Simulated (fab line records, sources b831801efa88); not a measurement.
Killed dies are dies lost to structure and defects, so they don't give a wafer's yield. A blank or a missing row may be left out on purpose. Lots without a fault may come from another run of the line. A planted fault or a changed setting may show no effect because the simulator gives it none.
Chamber matching | flow gf180mcu | GF_V4_CVD_02 on pecvd-03: 3 sister chambers
The step deposits SiO2 from TEOS, target thk 850 nm, time 94.851 s. 14 wafers are shown with their chamber, then 7 later ones without.

WAFERS WITH THEIR CHAMBER
wafer  | chamber | heater_power_w (W) | heater_power_outer_w (W)
L645.2 | 1       | 796                | 478
L645.3 | 0       | 790                | 442
L645.4 | 1       | 627                | 366
L646.2 | 0       | 749                | 417
L646.3 | 1       | 714                | 409
L646.5 | 0       | 802                | 452
L660.2 | 0       | 815                | 474
L660.3 | 2       | 633                | 373
L660.5 | 1       | 752                | 447
L662.2 | 1       | 743                | 426
L662.3 | 0       | 734                | 418
L662.4 | 1       | 770                | 460
L663.1 | 1       | 740                | 423
L663.2 | 0       | 808                | 477

SIGNATURES (means of the wafers above)
reading              | chamber 0 | chamber 1 | chamber 2 | scatter within a chamber
heater_power_w       | 783.00    | 734.57    | 633.00    | 45.8
heater_power_outer_w | 446.67    | 429.86    | 373.00    | 32.4
Rule: a wafer's distance from a chamber is the root of the sum, over the readings, of the square of ((its reading less the chamber's mean) divided by the reading's scatter). The wafer belongs to the nearest chamber; if the next one is less than 2 further off, it can't be placed. The scatter: the root of (the sum of the squares of (reading less its chamber's mean) over the shown wafers, divided by (wafers less chambers)).

WAFERS WITHOUT THEIR CHAMBER
wafer  | heater_power_w (W) | heater_power_outer_w (W)
L663.4 | 773                | 457
L665.2 | 728                | 426
L665.4 | 805                | 486
L665.6 | 733                | 415
L668.1 | 806                | 456
L668.2 | 707                | 432
L668.6 | 587                | 316

WHICH CHAMBER EACH WENT THROUGH
wafer  | from the rows above          | in truth
L663.4 | can't be placed: 0 or 1      | 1
L665.2 | can't be placed: 1 or 0      | 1
L665.4 | can't be placed: 0 or 1      | 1
L665.6 | can't be placed: 1 or 0      | 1
L668.1 | can't be placed: 0 or 1      | 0
L668.2 | can't be placed: 1 or 0 or 2 | 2
L668.6 | 2                            | 2
Placed correctly: 1 of 7. Can't be placed from these rows: 6 (the true chamber is among the candidates in 6). Placed wrongly: 0.
